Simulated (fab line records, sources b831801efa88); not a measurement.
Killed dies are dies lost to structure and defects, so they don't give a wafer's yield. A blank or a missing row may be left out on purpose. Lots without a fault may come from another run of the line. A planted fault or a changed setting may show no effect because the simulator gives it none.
A struck lot beside a sound one | flow gf180mcu | 14 steps out of a route of 602
Sound: wafers L199.1, L199.2, L199.3. Struck: wafers L202.3, L202.4, L202.5. The cause comes at the end.
At each step with rows: each side's tool, then ch and its chambers, then its first start. Under that, the readings that differ: sound wafers | struck wafers | difference of the means | sigmas: that difference in standard deviations of wafers without a fault.
alike: readings whose means differ by less than 2 such deviations, and words and numbers that are the same on both sides. not compared: withheld readings, readings that some wafer has no value for, bounds like >300 that may hide the same value, and numbers for which the record gives no deviation and whose values overlap.
The two part at a step that has a row with sigmas, a row that says differs or no value, or rows on one side only. Numbers that don't overlap but have no deviation are shown without sigmas and don't part them. A reading that every wafer of one side lacks parts them only if that side has two wafers or more.

first, 2 steps without rows for these wafers: GF_M3_CLEAN_19 (cleans in DIW); GF_V3_CVD_00 (deposits SiO2, target thk 600 nm, time 100 s).
GF_V3_THK_MEAS_01:
  sound on film_metro-02, day 22 22:08; struck on film_metro-04, day 24 03:08
  alike: V3_CVD_00_THK
GF_V3_CVD_02: deposits SiO2 from TEOS, target thk 850 nm, time 94.851 s.
  sound on pecvd-03 ch 0,1,2, day 22 22:12; struck on pecvd-01 ch 1,2, day 24 03:11
  alike: heater_power_w
  not compared: since_wet_clean_h
GF_V3_THK_MEAS_03:
  sound on film_metro-03, day 22 22:16; struck on film_metro-02, day 24 03:16
  alike: V3_CVD_02_THK
GF_V3_CMP_04: polishes SiO2.
  sound on cmp-01 ch 0,2,3, day 22 22:20; struck on cmp-02 ch 0,3, day 24 03:22
  alike: motor_current_A, platen_rpm, slurry_filter_dp_kPa, time_to_endpoint_s
GF_V3_BOW_MEAS_05:
  sound on film_metro-03, day 22 22:38; struck on film_metro-04, day 24 03:39
  alike: V3_BOW
then, 5 steps without rows for these wafers: GF_V3_DEHYDRATE_06 (time 60 s); GF_V3_HMDS_07 (prime time 60 s); GF_V3_COAT_08; GF_V3_COAT_09 (resist thk 1000 nm); GF_V3_SOFTBAKE_10 (time 60 s).
GF_V3_EXPOSE_11: exposes mask Via3, target cd 260 nm.
  sound on krf_scanner-01 ch 0, day 23 10:29; struck on krf_scanner-01, day 24 14:49
  no value came back on the struck wafers for exposure_dose_mJ_cm2, focus_offset_nm (nm), na; on the sound wafers exposure_dose_mJ_cm2 reads 38.06 38.07 38.09
  alike: mask
then, 1 step without rows for these wafers: GF_V3_PEB_12 (peb time 87.84 s).

WHERE THEY PART
Only at GF_V3_EXPOSE_11, within this record.

WHY: what the simulator had put in
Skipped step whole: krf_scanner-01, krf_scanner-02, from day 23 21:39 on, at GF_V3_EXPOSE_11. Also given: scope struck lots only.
